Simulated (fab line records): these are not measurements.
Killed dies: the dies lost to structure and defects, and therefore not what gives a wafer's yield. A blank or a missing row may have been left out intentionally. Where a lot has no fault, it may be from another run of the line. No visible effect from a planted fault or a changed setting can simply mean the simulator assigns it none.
What tool caused it? | flow sky130 | 12 lots, 36 wafers sampled, at 5 steps of a route of 708

## WHAT EACH GAUGE READ, for each wafer
SKY_CAP2M_OVL_MEAS_12. Usual: for CAP2M_OVL the level is 0.3 nm and the standard deviation is 1.2.
lot  | measured     | on         | CAP2M_OVL (nm) | flag
L973 | day 41 16:58 | overlay-01 | 0.6 0.8 1.4    |
L977 | day 42 08:46 | overlay-01 | 1.1 1.1 0.3    |
L978 | day 43 06:07 | overlay-01 | 0.2 -1.7 0.9   |
L979 | day 43 09:01 | overlay-01 | 1.0 1.7 0.8    |
L981 | day 43 10:14 | overlay-01 | 0.7 0.3 0.2    |
L982 | day 43 12:52 | overlay-01 | 1.2 -0.2 -0.3  |
L984 | day 44 12:02 | overlay-01 | -1.3 -1.5 -1.7 |
L986 | day 44 19:13 | overlay-01 | 1.0 0.8 -0.3   |
L989 | day 45 12:44 | overlay-02 | 0.7 1.1 0.5    |
L990 | day 46 08:31 | overlay-02 | 0.2 1.4 1.8    |
L991 | day 46 11:31 | overlay-02 | 3.0 3.1 1.7    |
L992 | day 47 00:37 | overlay-01 | -0.1 -0.5 0.6  |

SKY_METAL4_OVL_MEAS_14. Usual: for METAL4_OVL the level is -1 nm and the standard deviation is 6.
lot  | measured     | on         | METAL4_OVL (nm) | flag
L973 | day 42 16:29 | overlay-02 | -6 1 -2         |
L977 | day 43 08:33 | overlay-01 | 3 -6 -7         |
L978 | day 44 05:29 | overlay-01 | -4 -6 -10       |
L979 | day 44 08:21 | overlay-02 | 5 -6 0          |
L981 | day 44 09:17 | overlay-02 | -2 3 3          |
L982 | day 44 11:50 | overlay-01 | 3 1 6           |
L984 | day 45 10:11 | overlay-02 | -6 -12 -14      |
L986 | day 45 16:53 | overlay-01 | 0 -2 1          |
L989 | day 46 11:05 | overlay-02 | -1 -2 6         |
L990 | day 47 05:47 | overlay-02 | -1 9 10         |
L991 | day 47 08:44 | overlay-01 | -5 1 9          |
L992 | day 47 21:11 | overlay-01 | -2 -1 -10       |

SKY_METAL5_RS_MEAS_05: measurement is done with a four-point probe. Usual: for METAL5_ALCU_RS the level is 0.02699 ohm/sq and the standard deviation is 0.00028.
lot  | measured     | on            | METAL5_ALCU_RS (ohm/sq) | flag
L973 | day 43 17:37 | film metro-01 | 0.02706 0.02728 0.02736 |
L977 | day 44 10:25 | film metro-01 | 0.02704 0.02688 0.02678 |
L978 | day 45 05:22 | film metro-03 | 0.02701 0.02676 0.02669 |
L979 | day 45 09:35 | film metro-04 | 0.02723 0.02721 0.0272  |
L981 | day 45 10:13 | film metro-01 | 0.02723 0.02722 0.02726 |
L982 | day 45 12:52 | film metro-01 | 0.0272 0.02684 0.02719  |
L984 | day 46 10:46 | film metro-01 | 0.02736 0.02737 0.02718 |
L986 | day 46 16:08 | film metro-04 | 0.02749 0.02753 0.02748 |
L989 | day 47 10:19 | film metro-04 | 0.02677 0.02643 0.02654 |
L990 | day 48 04:40 | film metro-04 | 0.02678 0.02694 0.02675 |
L991 | day 48 07:25 | film metro-04 | 0.02803 0.02685 0.02673 |
L992 | day 48 18:49 | film metro-04 | 0.02696 0.02806 0.02784 |

## WHICH TOOL RAN EACH LOT (tool, then ch and the chambers of the sampled wafers, then the start)
lot  | SKY_CAP2M_CVD_00                | SKY_METAL5_SPUTTER_02
L973 | pecvd-03 ch 0,1, day 40 20:07   | pvd sputter-03, day 43 17:30
L977 | pecvd-01 ch 0,1,2, day 41 08:53 | pvd sputter-03, day 44 10:15
L978 | pecvd-01 ch 1,2, day 42 07:38   | pvd sputter-04, day 45 05:15
L979 | pecvd-02 ch 0,1, day 42 09:47   | pvd sputter-02, day 45 09:27
L981 | pecvd-03 ch 0,1, day 42 10:47   | pvd sputter-02, day 45 10:03
L982 | pecvd-02 ch 0,1,2, day 42 13:35 | pvd sputter-02, day 45 12:46
L984 | pecvd-02 ch 0,2, day 43 13:43   | pvd sputter-03, day 46 10:37
L986 | pecvd-03 ch 0,2, day 43 22:35   | pvd sputter-02, day 46 16:00
L989 | pecvd-03 ch 0,1,2, day 44 15:11 | pvd sputter-04, day 47 10:09
L990 | pecvd-01 ch 0,1,2, day 45 11:22 | pvd sputter-03, day 48 04:33
L991 | pecvd-03 ch 0,1,2, day 45 14:29 | pvd sputter-02, day 48 07:18
L992 | pecvd-03 ch 1,2, day 46 03:38   | pvd sputter-02, day 48 18:42
- SKY_CAP2M_CVD_00: deposits SiO2, target thk 15.5 nm.
- SKY_METAL5_SPUTTER_02: material AlCu, target thk 1150 nm, time 61.2 s.

## WHAT THE TOOLS THEMSELVES READ (means of the sampled wafers that have a number; where no wafer has one, the mark that the record gives instead)
SKY_CAP2M_CVD_00. Usual: heater power w at 666 W, with a standard deviation of 77.
lot  | tool     | heater power w (W) | flag
L973 | pecvd-03 | 648                |
L977 | pecvd-01 | 572                |
L978 | pecvd-01 | 607                |
L979 | pecvd-02 | 757                |
L981 | pecvd-03 | 616                |
L982 | pecvd-02 | 735                |
L984 | pecvd-02 | 732                |
L986 | pecvd-03 | 681                |
L989 | pecvd-03 | 632                |
L990 | pecvd-01 | 653                |
L991 | pecvd-03 | 678                |
L992 | pecvd-03 | 619                |

SKY_METAL5_SPUTTER_02. Usual: chamber pressure pa 0.4001 Pa, standard deviation 0.00075; throttle valve pct 29.9 %, standard deviation 1.1.
lot  | tool           | chamber pressure pa (Pa) | throttle valve pct (%) | flag
L973 | pvd sputter-03 | 0.3996                   | 29.8                   |
L977 | pvd sputter-03 | 0.3998                   | 29.5                   |
L978 | pvd sputter-04 | 0.4004                   | 30.5                   |
L979 | pvd sputter-02 | 0.3997                   | 30.3                   |
L981 | pvd sputter-02 | 0.4009                   | 31.0                   |
L982 | pvd sputter-02 | 0.3998                   | 30.3                   |
L984 | pvd sputter-03 | 0.3995                   | 30.3                   |
L986 | pvd sputter-02 | 0.3998                   | 30.1                   |
L989 | pvd sputter-04 | 0.4003                   | 30.2                   |
L990 | pvd sputter-03 | 0.4005                   | 29.6                   |
L991 | pvd sputter-02 | 0.4186                   | 29.1                   | OFF
L992 | pvd sputter-02 | 0.4367                   | 29.6                   | OFF

## THE ANSWER, worked out from the rows above alone
Rule: take the mean of a lot's wafers that have a number; if it is more than 3 standard deviations from the usual mean, the lot is off. Also off: a lot with no number at a reading for which 4 or more lots have one. All remaining lots with rows at the step are treated as sound. After the gauges, taken in route order, come the tools' own readings; for these a lot's mean is taken, as printed above. At the first step where some lot is off, the reading lying furthest off is the one used; lots without a number count as furthest.
Off at SKY_METAL5_SPUTTER_02 (chamber pressure pa): L991, L992.
A tool fits if, at that step or a process step before it, it ran every lot that is off, and no sound lot after the first of them. Undecided on this evidence; 2 tools fit (pecvd-03 at SKY_CAP2M_CVD_00, pvd sputter-02 at SKY_METAL5_SPUTTER_02).

## WHAT WAS PUT IN BY THE SIMULATOR
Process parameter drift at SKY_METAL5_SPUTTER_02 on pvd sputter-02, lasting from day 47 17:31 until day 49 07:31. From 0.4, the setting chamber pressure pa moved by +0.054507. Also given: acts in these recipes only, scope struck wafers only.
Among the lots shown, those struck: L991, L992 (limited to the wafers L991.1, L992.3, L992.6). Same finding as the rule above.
